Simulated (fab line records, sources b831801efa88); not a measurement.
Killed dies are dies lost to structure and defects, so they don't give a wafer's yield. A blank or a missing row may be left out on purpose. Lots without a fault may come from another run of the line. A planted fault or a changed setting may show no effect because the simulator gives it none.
A struck lot beside a sound one | flow gf180mcu | 14 steps out of a route of 602
Sound: wafers L524.1, L524.2, L524.6. Struck: wafers L540.1, L540.2, L540.6. The cause comes at the end.
At each step with rows: each side's tool, then ch and its chambers, then its first start. Under that, the readings that differ: sound wafers | struck wafers | difference of the means | sigmas: that difference in standard deviations of wafers without a fault.
alike: readings whose means differ by less than 2 such deviations, and words and numbers that are the same on both sides. not compared: withheld readings, readings that some wafer has no value for, bounds like >300 that may hide the same value, and numbers for which the record gives no deviation and whose values overlap.
The two part at a step that has a row with sigmas, a row that says differs or no value, or rows on one side only. Numbers that don't overlap but have no deviation are shown without sigmas and don't part them. A reading that every wafer of one side lacks parts them only if that side has two wafers or more.

first, 4 steps without rows for these wafers: GF_HV_LDD_IMPLANT_33; GF_HV_LDD_IMPLANT_34; GF_HV_LDD_IMPLANT_35; GF_HV_LDD_IMPLANT_36.
GF_HV_LDD_STRIP_37: strips in O2/N2.
  sound on plasma_asher-03 ch 0,1, day 12 01:04; struck on plasma_asher-01 ch 0,1, day 17 01:49
  reading                      | sound             | struck            | difference | sigmas
  strip_time_to_endpoint_s (s) | 12.72 12.70 12.66 | 12.61 12.61 12.61 | -0.08      | -2
  alike: chamber_pressure_mTorr, drypump_motor_current_A, heater_power_w, oes_product_au
  not compared: rf_hours_counter_h
GF_HV_LDD_TW_MEAS_38:
  sound on film_metro-02, day 12 01:10; struck on film_metro-01, day 17 01:55
  alike: HV_LDD_3_TW
then, 6 steps without rows for these wafers: GF_HV_LDD_DEHYDRATE_39 (time 60 s); GF_HV_LDD_HMDS_40 (prime time 60 s); GF_HV_LDD_COAT_41 (resist thk 1000 nm); GF_HV_LDD_SOFTBAKE_42 (time 60 s); GF_HV_LDD_EXPOSE_43 (exposes mask Pplus HV AREA, target cd 400 nm); GF_HV_LDD_PEB_44.
GF_HV_LDD_DEVELOP_45: develop time 60 s.
  sound on litho_track-03 ch 0, day 12 20:47; struck on litho_track-03, day 18 00:23
  no value came back on the struck wafers for chill_plate_temp_C (C), develop_time_s (s); on the sound wafers chill_plate_temp_C (C) reads 23.10 23.11 23.16
GF_HV_LDD_CD_MEAS_46: target cd 400 nm.
  sound on cd_sem-02, day 12 20:56; struck on cd_sem-02, day 18 00:37
  reading    | sound             | struck | difference                    | sigmas
  cd_nm (nm) | 399.6 399.2 398.2 | - - -  | no value on the struck wafers |

WHERE THEY PART
First at GF_HV_LDD_STRIP_37; last, within this record, at GF_HV_LDD_CD_MEAS_46.

WHY: what the simulator had put in
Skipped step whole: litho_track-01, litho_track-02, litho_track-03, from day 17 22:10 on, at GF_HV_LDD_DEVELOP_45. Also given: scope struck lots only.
